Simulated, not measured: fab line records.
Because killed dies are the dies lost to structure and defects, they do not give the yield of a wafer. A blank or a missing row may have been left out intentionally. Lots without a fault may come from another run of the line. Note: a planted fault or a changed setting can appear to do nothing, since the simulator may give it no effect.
Which tool is to blame? | flow gf180mcu | 13 lots, 39 wafers sampled, at 1 step of a route of 602

## WHAT EACH GAUGE READ, for each wafer
GF_V2_CD_MEAS_14 targets a cd of 260 nm. Usual: cd nm reads 260.1 nm (standard deviation 1.2).
lot  | measured     | on        | cd nm (nm)        | flag
L920 | day 20 07:47 | cd sem-02 | 259.5 258.9 258.9 |
L923 | day 21 20:04 | cd sem-02 | 260.1 259.3 260.2 |
L924 | day 22 03:49 | cd sem-02 | 258.2 258.5 258.8 |
L925 | day 22 11:45 | cd sem-01 | 260.7 260.5 261.0 |
L928 | day 23 11:49 | cd sem-02 | 260.1 261.2 260.3 |
L935 | day 26 00:01 | cd sem-01 | 262.0 261.8 261.1 |
L934 | day 26 00:20 | cd sem-01 | 260.4 259.3 260.7 |
L936 | day 26 12:34 | cd sem-01 | 255.5 258.3 256.9 |
L938 | day 26 22:20 | cd sem-01 | 259.7 260.9 261.0 |
L939 | day 27 05:19 | cd sem-02 | 261.4 260.2 261.6 |
L940 | day 27 05:47 | cd sem-02 | 260.7 259.9 260.1 |
L941 | day 27 18:31 | cd sem-02 | 260.9 260.3 260.8 |
L942 | day 27 20:58 | cd sem-01 | 258.5 259.3 259.0 |

## EACH LOT AND THE TOOL THAT RAN IT (in order: tool; ch and the chambers of the sampled wafers; start)
There is no process step in the record ahead of these readings.

## AS READ BY THE TOOLS THEMSELVES (means over the sampled wafers that have a number; for cases with no such wafer, the mark the record gives instead)
The record holds no such reading with a usual standard deviation.

## THE ANSWER, worked out from the rows above alone
Rule: a lot counts as off when the mean over its wafers that have a number is more than 3 standard deviations away from the usual mean. Also off: a lot with no number at a reading for which 4 or more lots have one. Where the step has rows for the other lots, those lots are counted as sound. Order of review: gauges by route order, followed by the tools' own readings, for which a lot's mean as printed above is used. The first step at which some lot is off is used, and at that step the reading that is off furthest; a lot without a number counts as furthest.
No lot is off at any reading shown: from this, nothing can be told.

## WHAT WAS PUT IN BY THE SIMULATOR
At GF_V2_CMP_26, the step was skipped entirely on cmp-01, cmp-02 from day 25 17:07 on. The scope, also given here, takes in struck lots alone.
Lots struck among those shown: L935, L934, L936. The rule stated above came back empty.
